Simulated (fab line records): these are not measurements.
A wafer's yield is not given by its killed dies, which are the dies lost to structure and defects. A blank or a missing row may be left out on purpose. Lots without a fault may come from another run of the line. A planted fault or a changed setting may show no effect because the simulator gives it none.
Struck lot and sound lot, side by side	flow sky130	15 out of 708 route steps
Sound: wafers L633.2, L633.3, L633.4. Wafers L626.2, L626.3, L626.4 were the ones struck. The cause is named last.
Per side, at each step with rows, come the tool, then ch with its chambers, and then its first start. Under that, the readings that differ: sound wafers	struck wafers	difference of the means	sigmas: that difference in standard deviations of wafers without a fault.
alike: readings with means less than 2 such deviations apart, plus words and numbers identical on both sides. not compared: withheld readings, readings lacking a value on some wafer, bounds such as >300 that could conceal the same value, and numbers that have no deviation in the record and whose values overlap.
A row with sigmas, a row that says differs or no value, or rows on one side alone: a step with any of these is where the two part. Non-overlapping numbers with no deviation appear without sigmas and do not part them. Lack of a reading on every wafer of one side parts them only where that side has two or more wafers.

first, 1 step without rows for these wafers: SKY_VIA1_ETCH_14 (etches BARC in N2/H2, stops on SiO2, time 45.9 s, target depth 60 nm).
SKY_VIA1_ETCH_15: etches SiO2 in C4F8/O2/Ar, stops on TiN, target depth 351 nm, time 55.82 s.
  sound on rie_diel-03 ch 0,1,3, day 40 09:05; struck on rie_diel-03 ch 1,2,3, day 37 15:07
  alike: oes_product_au
  not compared: rf_hours_counter_h
then, 4 steps without rows for these wafers: SKY_VIA1_STRIP_16 (strips in O2/N2); SKY_VIA1_STRIP_17 (strips in post etch residue remover, time 1200 s); SKY_VIA1_CLEAN_18 (cleans in IPA, time 180 s); SKY_VIA1_CLEAN_19 (cleans in O3/DIW).
SKY_VIA1_SPUTTER_20: material TiN, target thk 20 nm, time 80 s.
  sound on pvd_sputter-04, day 40 09:43; struck on pvd_sputter-03, day 37 15:45
  alike: cathode_dc_power_W, chamber_pressure_pa, throttle_valve_pct
SKY_VIA1_CVD_21: deposits W, target thk 270 nm, time 80.902 s.
  sound on cvd_w-02 ch 0,1, day 40 09:47; struck on cvd_w-01 ch 0,1, day 37 15:49
  alike: heater_power_w
SKY_VIA1_RS_MEAS_22: uses a four-point probe to measure.
  sound on film_metro-02, day 40 09:53; struck on film_metro-02, day 37 15:56
  alike: VIA1_W_RS
SKY_VIA1_THK_MEAS_23: measures by xrf.
  sound on film_metro-02, day 40 10:00; struck on film_metro-02, day 37 16:02
reading	sound	struck	difference	sigmas
VIA1_W_THK (nm)	282 285 285	276 274 275	-9	-2
SKY_VIA1_CMP_24: polishes, stops on SiO2, t overpolish 15 s, target thk 0 nm.
  sound on cmp-02 ch 0,1,2, day 40 10:06; struck on cmp-02 ch 1,2,3, day 37 16:05
  alike: motor_current_A, overpolish_run_s, platen_rpm, time_to_endpoint_s
SKY_METAL2_SPUTTER_00: material Ti, target thk 15 nm, time 10 s.
  sound on pvd_sputter-02, day 40 10:21; struck on pvd_sputter-02, day 37 16:23
  alike: cathode_dc_power_W, chamber_pressure_pa, throttle_valve_pct
SKY_METAL2_SPUTTER_01: material TiN, target thk 20 nm, time 16.7 s.
  sound on pvd_sputter-02, day 40 10:22; struck on pvd_sputter-02, day 37 16:25
  no value came back on the struck wafers for cathode_dc_power_W (W), chamber_pressure_pa (Pa), throttle_valve_pct (%); on the sound wafers cathode_dc_power_W (W) reads 6498.2 6498.0 6503.3
then, 1 step without rows for these wafers: SKY_METAL2_SPUTTER_02 (material AlCu, target thk 250 nm, time 13.3 s).
-- the record jumps here: 11 days lie between the struck wafers' starts before and after (it left off in module METAL2 and takes up again in module PAD_OPEN, whose first step shown is number 708 of the route) --
SKY_PAD_OPEN_PROBE_99:
  sound on prober-02, day 50 13:23; struck on prober-01, day 48 16:20
reading	sound	struck	difference	sigmas
defect_limited_yield (%)	85.0 84.8 87.0	81.1 83.9 80.1	-3.9	-2
killed_dies	74 75 64	93 79 98	+19	+2
killed_open	39 34 36	57 41 56	+15	+2
sort_n_pass	418 417 428	399 413 394	-19	-2
sort_yield_pct (%)	85.0 84.8 87.0	81.1 83.9 80.1	-3.9	-2
model.etest.met2.line_ohm_um	0.9357 0.9402 0.9484	1.037 1.114 1.03	+0.119	
model.etest.met2.rs_ohm_sq	0.1272 0.1276 0.1288	0.1453 0.1483 0.1446	+0.0182	
  alike: killed_at_M0_to_M3, killed_at_M4_up, killed_at_contacts, killed_at_front_end, killed_at_other, killed_short, sort_bin_3_pad_short, sort_bin_5_function, sort_bin_6_memory

## WHERE THEY PART
At SKY_VIA1_THK_MEAS_23 first; at SKY_PAD_OPEN_PROBE_99 last (within this record only).

WHY: whatever the simulator had introduced
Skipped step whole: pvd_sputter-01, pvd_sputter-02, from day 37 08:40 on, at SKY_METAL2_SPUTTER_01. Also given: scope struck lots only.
